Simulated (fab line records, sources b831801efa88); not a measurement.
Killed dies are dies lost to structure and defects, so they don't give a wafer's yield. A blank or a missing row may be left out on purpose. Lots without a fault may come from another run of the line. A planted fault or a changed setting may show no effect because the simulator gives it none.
A struck lot beside a sound one | flow sky130 | 31 steps out of a route of 708
Sound: wafers L339.1, L339.2, L339.3. Struck: wafers L343.1, L343.2, L343.3. The cause comes at the end.
At each step with rows: each side's tool, then ch and its chambers, then its first start. Under that, the readings that differ: sound wafers | struck wafers | difference of the means | sigmas: that difference in standard deviations of wafers without a fault.
alike: readings whose means differ by less than 2 such deviations, and words and numbers that are the same on both sides. not compared: withheld readings, readings that some wafer has no value for, bounds like >300 that may hide the same value, and numbers for which the record gives no deviation and whose values overlap.
The two part at a step that has a row with sigmas, a row that says differs or no value, or rows on one side only. Numbers that don't overlap but have no deviation are shown without sigmas and don't part them. A reading that every wafer of one side lacks parts them only if that side has two wafers or more.

first, 1 step without rows for these wafers: SKY_PWDE_IMPLANT_08.
SKY_PWDE_STRIP_09: strips in O2/N2.
  sound on plasma_asher-04 ch 0,1, day 3 18:46; struck on plasma_asher-03 ch 0,1, day 4 15:24
  alike: drypump_motor_current_A, oes_product_au, strip_time_to_endpoint_s
  not compared: rf_hours_counter_h
SKY_PWDE_TW_MEAS_10:
  sound on film_metro-02, day 3 18:52; struck on film_metro-02, day 4 15:30
  alike: PWDE_TW
then, 7 steps without rows for these wafers: SKY_NWELL_DEHYDRATE_03 (time 60 s); SKY_NWELL_HMDS_04 (prime time 60 s); SKY_NWELL_COAT_05 (resist thk 3000 nm); SKY_NWELL_SOFTBAKE_06; SKY_NWELL_EXPOSE_07 (exposes mask NWM, target cd 840 nm); SKY_NWELL_PEB_08; SKY_NWELL_DEVELOP_09 (develop time 60 s).
SKY_NWELL_OVL_MEAS_10:
  sound on overlay-01, day 4 11:07; struck on overlay-02, day 5 07:52
  alike: NWELL_00_OVL
then, 1 step without rows for these wafers: SKY_NWELL_IMPLANT_11.
SKY_NWELL_IMPLANT_12:
  sound on implanter-04 ch 0, day 4 11:17; struck on implanter-02 ch 0, day 5 08:22
then, 1 step without rows for these wafers: SKY_NWELL_IMPLANT_13.
SKY_NWELL_STRIP_14: strips in O2/N2.
  sound on plasma_asher-04 ch 0,1, day 4 11:35; struck on plasma_asher-04 ch 0,1, day 5 08:40
  alike: drypump_motor_current_A, oes_product_au, strip_time_to_endpoint_s
  not compared: rf_hours_counter_h
SKY_NWELL_TW_MEAS_15:
  sound on film_metro-04, day 4 11:41; struck on film_metro-01, day 5 08:46
  reading  | sound          | struck         | difference | sigmas
  NWELL_TW | 1831 1822 1832 | 1853 1855 1845 | +23        | +2
then, 7 steps without rows for these wafers: SKY_NWELL_DEHYDRATE_16 (time 60 s); SKY_NWELL_HMDS_17 (prime time 60 s); SKY_NWELL_COAT_18 (resist thk 3000 nm); SKY_NWELL_SOFTBAKE_19; SKY_NWELL_EXPOSE_20 (exposes mask NWM COMPLEMENT, target cd 840 nm); SKY_NWELL_PEB_21; SKY_NWELL_DEVELOP_22 (develop time 60 s).
SKY_NWELL_OVL_MEAS_23:
  sound on overlay-01, day 5 04:46; struck on overlay-01, day 6 02:43
  reading           | sound          | struck      | difference | sigmas
  NWELL_01_OVL (nm) | -2.2 -2.8 -1.3 | 1.0 2.7 0.4 | +3.5       | +2
then, 1 step without rows for these wafers: SKY_NWELL_IMPLANT_24.
SKY_NWELL_STRIP_25: strips in O2/N2.
  sound on plasma_asher-03 ch 0,1, day 5 04:56; struck on plasma_asher-04 ch 0,1, day 6 02:53
  alike: drypump_motor_current_A, oes_product_au, strip_time_to_endpoint_s
  not compared: rf_hours_counter_h
SKY_NWELL_TW_MEAS_26:
  sound on film_metro-01, day 5 05:02; struck on film_metro-04, day 6 02:59
  alike: NWELL_2_TW
then, 1 step without rows for these wafers: SKY_NWELL_CLEAN_27 (cleans in SC1/SC2, time 150 s).
SKY_NWELL_RTA_28: time 30 s.
  sound on rtp_anneal-01 ch 0, day 5 05:09; struck on rtp_anneal-02 ch 0, day 6 03:06
  alike: anneal_temp_c_max, lamp_power_pct, wafer_temp_C_max
SKY_NWELL_RS_MEAS_29: measures by four-point-probe.
  sound on film_metro-04, day 5 05:15; struck on film_metro-02, day 6 03:12
  reading           | sound             | struck            | difference | sigmas
  NWELL_RS (ohm/sq) | 625.9 625.1 625.8 | 594.5 593.9 594.1 | -31.4      | -20
-- the record jumps here: 41 days lie between the struck wafers' starts before and after (it left off in module NWELL and takes up again in module PAD_OPEN, whose first step shown is number 708 of the route) --
SKY_PAD_OPEN_PROBE_99:
  sound on prober-02, day 45 18:56; struck on prober-01, day 46 23:51
  reading                                | sound                         | struck                        | difference | sigmas
  model.etest.nfet_16v.r_on_ohm_um       | 1.411e+04 1.402e+04 1.414e+04 | 1.319e+04 1.339e+04 1.332e+04 | -7.900e+02 |
  model.etest.pfet_16v.r_on_ohm_um       | 1.502e+04 1.475e+04 1.547e+04 | 1.589e+04 1.583e+04 1.599e+04 | +8.233e+02 |
  model.etest.pfet_g5v0d10v5.r_on_ohm_um | 4707 4691 4710                | 5199 5214 5227                | +511       |
  model.etest.tip_p.rs_ohm_sq            | 6961 7017 6988                | 7228 7225 7258                | +248       |
  model.etest.tip_p_5v.rs_ohm_sq         | 2825 2837 2842                | 3076 3071 3058                | +234       |
  model.etest.pfet_01v8.r_on_ohm_um      | 2862 2865 2879                | 3074 3147 3074                | +230       |
  model.etest.pfet_g5v0d10v5.drive_ua_um | 350.8 346.4 348.6             | 306 299.4 301.8               | -46        |
  model.etest.pfet_01v8_lvt.drive_ua_um  | 175 177.5 176.4               | 148.4 143.7 146.4             | -30.1      |
  alike: killed_at_M0_to_M3, killed_at_M4_up, killed_at_contacts, killed_at_front_end, killed_at_other, killed_dies, killed_open, killed_short

WHERE THEY PART
First at SKY_NWELL_TW_MEAS_15; last, within this record, at SKY_NWELL_RS_MEAS_29. Later steps at which nothing parts them and some readings are alike: SKY_PAD_OPEN_PROBE_99.

WHY: what the simulator had put in
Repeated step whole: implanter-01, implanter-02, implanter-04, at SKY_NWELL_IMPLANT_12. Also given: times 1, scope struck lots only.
